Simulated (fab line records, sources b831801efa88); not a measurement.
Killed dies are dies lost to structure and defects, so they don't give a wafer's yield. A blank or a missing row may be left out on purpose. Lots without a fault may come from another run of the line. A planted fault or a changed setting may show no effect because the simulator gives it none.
A struck lot beside a sound one | flow gf180mcu | 14 steps out of a route of 602
Sound: wafers L876.1, L876.2, L876.6. Struck: wafers L890.2, L890.4, L890.5. The cause comes at the end.
At each step with rows: each side's tool, then ch and its chambers, then its first start. Under that, the readings that differ: sound wafers | struck wafers | difference of the means | sigmas: that difference in standard deviations of wafers without a fault.
alike: readings whose means differ by less than 2 such deviations, and words and numbers that are the same on both sides. not compared: withheld readings, readings that some wafer has no value for, bounds like >300 that may hide the same value, and numbers for which the record gives no deviation and whose values overlap.
The two part at a step that has a row with sigmas, a row that says differs or no value, or rows on one side only. Numbers that don't overlap but have no deviation are shown without sigmas and don't part them. A reading that every wafer of one side lacks parts them only if that side has two wafers or more.

GF_NSD_STRIP_11: strips in O2/N2.
  sound on plasma_asher-01 ch 0,1, day 13 11:15; struck on plasma_asher-02 ch 0,1, day 18 04:29
  alike: chamber_pressure_mTorr, drypump_motor_current_A, heater_power_w, o2_flow_sccm, oes_product_au, strip_time_to_endpoint_s
  not compared: rf_hours_counter_h
GF_NSD_TW_MEAS_12:
  sound on film_metro-03, day 13 11:21; struck on film_metro-02, day 18 04:35
  alike: NSD_TW
then, 7 steps without rows for these wafers: GF_PSD_DEHYDRATE_00 (time 60 s); GF_PSD_HMDS_01 (prime time 60 s); GF_PSD_COAT_02 (resist thk 1000 nm); GF_PSD_SOFTBAKE_03 (time 60 s); GF_PSD_EXPOSE_04 (exposes mask Pplus, target cd 400 nm); GF_PSD_PEB_05; GF_PSD_DEVELOP_06 (develop time 60 s).
GF_PSD_CD_MEAS_07: target cd 400 nm.
  sound on cd_sem-01, day 14 07:53; struck on cd_sem-01, day 19 04:47
  alike: cd_nm
GF_PSD_OVL_MEAS_08:
  sound on overlay-01, day 14 08:00; struck on overlay-01, day 19 04:54
  alike: PSD_OVL
then, 1 step without rows for these wafers: GF_PSD_IMPLANT_09.
GF_PSD_STRIP_10: strips in O2/N2.
  sound on plasma_asher-02 ch 0,1, day 14 08:11; struck on plasma_asher-03 ch 0,1, day 19 05:05
  no value came back on the struck wafers for any of 7 readings (chamber_pressure_mTorr (mTorr), drypump_motor_current_A (A) and others); on the sound wafers chamber_pressure_mTorr (mTorr) reads 1501.4 1501.5 1500.6
  reading                                  | sound | struck         | difference | sigmas
  model.NOVOLAK_of_PSD_COAT_02.thk_nm (nm) | 0 0 0 | 1005 1001 1002 | +1003      |
  not compared: rf_hours_counter_h
GF_PSD_TW_MEAS_11:
  sound on film_metro-02, day 14 08:17; struck on film_metro-04, day 19 05:11
  alike: PSD_TW

WHERE THEY PART
Only at GF_PSD_STRIP_10, within this record. Later steps at which nothing parts them and some readings are alike: GF_PSD_TW_MEAS_11.

WHY: what the simulator had put in
Skipped step whole: plasma_asher-03, from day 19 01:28 on, at GF_PSD_STRIP_10. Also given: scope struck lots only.
